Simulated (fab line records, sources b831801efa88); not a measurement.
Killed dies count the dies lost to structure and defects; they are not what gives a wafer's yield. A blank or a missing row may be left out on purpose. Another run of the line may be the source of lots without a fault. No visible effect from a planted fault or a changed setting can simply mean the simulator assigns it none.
fab line records | flow gf180mcu
[record] lots = 6 wafers = 18 lastDay = 34
route steps=602 shown MIM@520 M5@526
lots with no fault: from the same line, run without faults
startH: hours from the record's first day to the start of the lot's first wafer shown | waitH: hours elapsed since this lot's preceding step | " the same as in the row above | L1.1+2: one row covering several wafers at once | - no value, or no start was given | * or withheld: withheld | < > ~ a bound
route shown NAME@n: a module of which the file shows steps, and the number in the route of the first | usual: mean/standard deviation of fault-free wafers | same: alike in all rows | chamber/n: place in a boat | sites: per-site readings | _std_site: their standard deviation | _edge_site: the outer-site mean with the inner-site mean subtracted | radiusMm: how far each site lies from the wafer's centre | mask NAME#n: copy n | behind: the most recent tool/chamber to have shaped the wafer | hold: cause of the lot's hold/its duration in hours/its outcome | device: the n, p or np transistor that did not switch | end of line: tests of these same wafers at the route's end | a step given without rows: its recipe and nothing more | killed: count of dies lost to structure and defects at first sort (not the wafer's yield) | map: the dies of a wafer, with x for killed, . for not killed, _ for no die there
set.NAME: the setting that was run; set.NAME@STEP: the one run at that earlier step | model.NAME: the simulator's own value behind a step, which no gauge read
lots at selected steps of the route; one table per step, one row per wafer
services: when a tool's chamber went out of use (startH, in hours from the record's first day, below 0 if earlier), for how many hours, and the reason
[[steps]]
[step GF_MIM_PEB_17]
[recipe] tempC = withheld timeS = * resist = NOVOLAK
[step GF_MIM_DEVELOP_18]
[recipe] developTimeS = 60 devTempC = 23
[step GF_MIM_METAL_ETCH_19]
[recipe] chemistry = Cl2/BCl3 maskMaterial = NOVOLAK stopOn = Si3N4 targetDepthNm = 324.5 pressureMtorr = 8 icpW = 800 biasW = 137.4 Cl2_flow_sccm = 80 bcl3FlowSccm = 40 timeS = 54.1
[usual] drypumpMotorCurrentA = 6.1/0.51 oesProductAu = 0.941/0.0055 rfFwdPowerW = 793/4.1 throttleValvePct = 28.283/0.0092
// columns lot.wafer tool chamber startH waitH drypumpMotorCurrentA oesProductAu rfFwdPowerW rfHoursCounterH throttleValvePct
L724.2 rieMetal-03 0 687.32 0.1 6.0 0.945 795 1 28.291
L724.5 " 0 " " 5.9 0.946 793 - 28.274
L724.6 " 1 " " 5.9 0.938 796 - 28.273
L725.1 rieMetal-04 1 701.87 0.1 6.7 0.946 785 5 28.271
L725.3 " 1 " " 6.7 0.944 785 - 28.273
L725.5 " 1 " " 6.7 0.951 783 - 28.297
L726.1 rieMetal-04 1 704.98 0.1 6.7 0.944 786 5 28.285
L726.2 " 1 " " 6.7 0.936 787 - 28.297
L726.5 " 1 " " 6.7 0.947 787 - 28.292
L727.2 rieMetal-01 0 706.78 0.1 6.6 0.938 797 8 28.283
L727.3 " 0 " " 6.6 0.943 797 - 28.279
L727.4 " 1 " " 5.4 0.943 796 - 28.262
L731.1 rieMetal-03 0 736.47 0.1 6.0 0.933 790 4 28.300
L731.2 " 1 " " 5.9 0.942 786 1 28.281
L731.5 " 0 " " 6.0 0.935 789 - 28.285
L734.1 rieMetal-04 0 751.08 0.1 5.7 0.951 788 2 28.291
L734.2 " 1 " " 6.7 0.943 788 8 28.283
L734.6 " 1 " " 6.6 0.943 789 - 28.276
[step GF_MIM_STRIP_20]
[recipe] chemistry = O2/N2 powerW = 1400 pressureMtorr = 1500 platenTempC = 250 o2FlowSccm = 3000 n2FlowSccm = 300 overashFraction = 0.5
[usual] drypumpMotorCurrentA = 5.5/0.56 heaterPowerW = 331/37 oesProductAu = 0.692/0.005 platenTempC = 250.00/0.19 stripTimeToEndpointS = 11.22/0.04
// columns lot.wafer tool chamber startH waitH drypumpMotorCurrentA heaterPowerW oesProductAu platenTempC rfHoursCounterH stripTimeToEndpointS
L724.2 plasmaAsher-03 0 687.39 0.0 5.9 301 0.688 250.15 102 11.19
L724.5 " 0 " " 6.0 308 0.696 250.15 - 11.23
L724.6 " 1 " " 6.0 323 0.699 250.16 - 11.26
L725.1 plasmaAsher-02 1 702.01 0.1 4.7 398 0.695 249.97 28 11.26
L725.3 " 0 " " 6.0 355 0.698 249.98 - 11.25
L725.5 " 1 " " 4.7 395 0.689 249.98 - 11.24
L726.1 plasmaAsher-03 0 705.12 0.1 6.0 306 0.684 249.94 103 11.22
L726.2 " 1 " " 6.0 329 0.694 249.98 103 11.21
L726.5 " 0 " " 6.0 301 0.687 250.10 - 11.20
L727.2 plasmaAsher-04 0 706.85 0.0 5.8 281 0.694 250.20 97 11.19
L727.3 " 0 " " 5.8 283 0.686 250.07 - 11.22
L727.4 " 1 " " 4.9 321 0.697 250.19 - 11.22
L731.1 plasmaAsher-02 0 736.54 0.0 6.0 354 0.693 249.99 33 11.15
L731.2 " 1 " " 4.7 387 0.691 250.10 33 11.19
L731.5 " 1 " " 4.7 383 0.689 250.04 - 11.18
L734.1 plasmaAsher-03 0 751.15 0.0 5.9 291 0.692 250.04 1 11.19
L734.2 " 1 " " 6.0 316 0.695 250.62 1 11.25
L734.6 " 0 " " 6.0 288 0.690 250.12 - 11.20
[step GF_MIM_STRIP_21]
[recipe] chemistry = postEtchResidueRemover timeS = 1200 tempC = 72.5
[step GF_MIM_CLEAN_22]
[recipe] chemistry = DIW dry = n2Spin
[step GF_M5_DEHYDRATE_00]
[recipe] tempC = 200 timeS = 60
[step GF_M5_HMDS_01]
[recipe] primeTimeS = 60 primeTempC = 120
[step GF_M5_COAT_02]
[recipe] resist = KrF spinRpm = withheld resistThkNm = 1000
[step GF_M5_SOFTBAKE_03]
[recipe] tempC = 130 timeS = 60 resist = KrF
[step GF_M5_EXPOSE_04]
[recipe] maskId = Metal5 targetCdNm = 280 na = 0.68 sourceShape = conventional sigmaOuter = 0.6 doseMj = 28
[step GF_M5_PEB_05]
[recipe] pebTempC = 135 pebTimeS = 90 resist = KrF
[step GF_M5_DEVELOP_06]
[recipe] developTimeS = 60 devTempC = 21
[usual] chillPlateTempC = 22.99/0.12 developTimeS = 60/0
// columns lot.wafer tool chamber startH waitH chillPlateTempC developTimeS model.KrF_of_M5_COAT_02.thkNm
L724.2 lithoTrack-03 - 706.19 0.2 - - 997
L724.5 " - " " - - 998.6
L724.6 " - " " - - 996.2
L725.1 lithoTrack-04 - 720.56 0.2 - - 999.4
L725.3 " - " " - - 1000
L725.5 " - " " - - 997.7
L726.1 lithoTrack-01 0 723.83 0.2 22.85 60 991.3
L726.2 " 0 " " 22.95 60 984.9
L726.5 " 0 " " 22.90 60 988.2
L727.2 lithoTrack-04 0 725.28 0.2 22.98 60 979.3
L727.3 " 0 " " 23.11 60 981
L727.4 " 0 " " 23.01 60 978.7
L731.1 lithoTrack-01 0 752.58 0.2 22.82 60 983.9
L731.2 " 0 " " 22.84 60 981.5
L731.5 " 0 " " 22.90 60 986.5
L734.1 lithoTrack-04 0 768.26 0.2 23.01 60 984
L734.2 " 0 " " 23.11 60 980.6
L734.6 " 0 " " 22.97 60 981.1
[step GF_M5_CD_MEAS_07]
[recipe] targetCdNm = 280
[usual] cdNm = 279.5/1.2
// columns lot.wafer tool chamber startH waitH cdNm
L724.2 cdSem-02 - 706.34 0.1 -
L724.5 " - " " -
L724.6 " - " " -
L725.1 cdSem-02 - 720.71 0.1 -
L725.3 " - " " -
L725.5 " - " " -
L726.1 cdSem-01 - 723.98 0.1 278.4
L726.2 " - " " 278.7
L726.5 " - " " 278.9
L727.2 cdSem-02 - 725.43 0.1 280.8
L727.3 " - " " 280.7
L727.4 " - " " 279.4
L731.1 cdSem-02 - 752.73 0.1 278.7
L731.2 " - " " 279.6
L731.5 " - " " 279.5
L734.1 cdSem-02 - 768.41 0.1 281.0
L734.2 " - " " 280.5
L734.6 " - " " 280.6
[[services]]
// columns tool chamber startH hours kind
rieMetal-04 - 675.29 4.0 pm
plasmaAsher-02 - 675.85 2.8 pm
rieMetal-04 0 692.99 - clean
rieMetal-04 0 692.99 15.4 scheduledDown
rieMetal-04 0 692.99 15.4 ventCycle
rieMetal-03 1 696.13 - clean
rieMetal-03 1 696.13 17.5 scheduledDown
rieMetal-03 1 696.13 17.5 ventCycle
plasmaAsher-03 - 733.75 9.0 pm
plasmaAsher-03 0 733.75 9.0 ventCycle
plasmaAsher-03 1 733.75 9.0 ventCycle
plasmaAsher-03 0 742.75 - clean
plasmaAsher-03 1 742.75 - clean
plasmaAsher-04 - 753.60 2.8 pm
rieMetal-01 - 763.96 0.6 repair
rieMetal-01 1 766.28 14.8 repair
[[key]]
[firstSign] step = GF_M5_DEVELOP_06 reading = toolRecord direction = missing
effect none on later readings
[modelEffect] step = GF_M5_DEVELOP_06 value = KrF_of_M5_COAT_02.thkNm without = 983.3 struck = 998.2
metAt GF_M5_DEVELOP_06
struckWafers L724.2,L724.5,L724.6,L725.1,L725.3,L725.5
laterRowsLeftOut L724.2,L724.5,L724.6,L725.1,L725.3,L725.5
sortLeftOut L724.2,L724.5,L724.6,L725.1,L725.3,L725.5
[fault] kind = skippedStepWhole tool = lithoTrack-03,lithoTrack-04 chamber = - onsetH = 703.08 steps = GF_M5_DEVELOP_06 scope = struckLotsOnly
// sortLeftOut: the simulated sort isn't trusted on such a fault, so these wafers' sort isn't shown, and their yield isn't known
// laterRowsLeftOut: the simulator's readings of these wafers behind a module that went badly wrong aren't trusted and aren't shown, but for the sort
